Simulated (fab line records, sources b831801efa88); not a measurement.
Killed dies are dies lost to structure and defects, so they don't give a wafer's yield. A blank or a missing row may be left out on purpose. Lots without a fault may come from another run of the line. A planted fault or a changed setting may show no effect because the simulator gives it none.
Problem report in the 8D (eight disciplines) form, filled by code | flow sky130 | the parts of the form that need people (team, actions taken, sign-off) are left out

1. THE PROBLEM
killed_at_M4_up at SKY_PAD_OPEN_PROBE_99 reads a mean of 58.5 on 6 wafers of 2 lots; wafers without a fault read 3.3 with a standard deviation of 1.8. That is +31 standard deviations from the usual mean.
First seen on wafer L698.1, day 46 20:01, on prober-02. The record holds 15 wafers of 5 lots with a number at this step. Rule for "out", or "out of limits": more than 4 standard deviations from the usual mean. The other wafers with a number count as sound.

2. WHAT IT IS AND WHAT IT IS NOT
question                    | is                                    | is not
which readings at this step | killed_at_M4_up, sort_bin_3_pad_short | killed_at_M0_to_M3, killed_at_contacts, killed_at_front_end, killed_at_other, killed_open, killed_short
which lots                  | L698, L699                            | L708, L711, L712
which wafers of those lots  | all that have a number                | -
read on which tools         | prober-01, prober-02                  | -
when                        | from day 46 20:01                     | up to then (0 sound wafers); but 9 sound wafers of L708, L711, L712 came after

3. SUSPECTS, AND WHAT RULES EACH OUT
Counting: a tool at a process step up to the reading stays a suspect if it ran every lot that is out and no sound lot after the first of them.
- pvd_sputter-01 at SKY_METAL4_SPUTTER_03 (material Ti, target thk 5 nm, time 3.3 s): ruled out as a lasting fault. Sound lots L708 ran on it after its first lot that is out, L698 (day 41 00:00).
- rie_metal-02 at SKY_METAL4_ETCH_16 (etches BARC in N2/H2, stops on SiO2, time 88.2 s, target depth 60 nm): ruled out as a lasting fault. Sound lots L712 ran on it after its first lot that is out, L698 (day 42 23:05).
- plasma_asher-02 at SKY_METAL4_STRIP_19 (strips in O2/N2): kept. It ran every lot that is out, first L698 (day 42 23:22), and no sound lot after that.
Left after counting: plasma_asher-02 at SKY_METAL4_STRIP_19.

4. THE CAUSE (what the simulator had put in)
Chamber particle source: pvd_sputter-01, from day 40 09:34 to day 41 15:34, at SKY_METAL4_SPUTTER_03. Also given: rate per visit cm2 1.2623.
Counting ruled it out, wrongly: the rule takes a fault to strike every lot that its tool runs from its start on, and this one did not.

5. THE CHAIN OF EFFECTS, in route order
Each row: a reading whose mean over the struck wafers that have a number lies more than 3 standard deviations from the usual. Only readings for which the record gives a usual standard deviation are gone through. hours: the time from each lot's start at the first step in this table that gives one to its start at this step, as a median over the lots. sigmas: the change in usual standard deviations.
hours | step                  | reading              | usual  | on struck wafers | change | sigmas
0     | SKY_PAD_OPEN_PROBE_99 | defect_limited_yield | 81.8 % | 71.8             | -10.0  | -5.0
0     | SKY_PAD_OPEN_PROBE_99 | killed_at_M4_up      | 3.3    | 58.5             | +55.2  | +31
0     | SKY_PAD_OPEN_PROBE_99 | killed_dies          | 89     | 138              | +50    | +5.0
0     | SKY_PAD_OPEN_PROBE_99 | sort_bin_3_pad_short | 0.9 %  | 3.7              | +2.8   | +6.5
0     | SKY_PAD_OPEN_PROBE_99 | sort_bin_5_function  | 10.8 % | 17.6             | +6.8   | +4.5
0     | SKY_PAD_OPEN_PROBE_99 | sort_n_pass          | 403    | 354              | -50    | -5.0
0     | SKY_PAD_OPEN_PROBE_99 | sort_yield_pct       | 81.8 % | 71.8             | -10.0  | -5.0
The process steps in it:
- SKY_PAD_OPEN_PROBE_99

6. WHAT WOULD HAVE CAUGHT IT SOONER
In this record the first reading out of limits was taken at day 46 20:01, 154 hours after the fault began at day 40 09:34.
Of the tool readings at SKY_METAL4_SPUTTER_03 for which the record gives a usual standard deviation, none was out on any struck wafer, so an alarm limit of 4 standard deviations on them would not have fired.
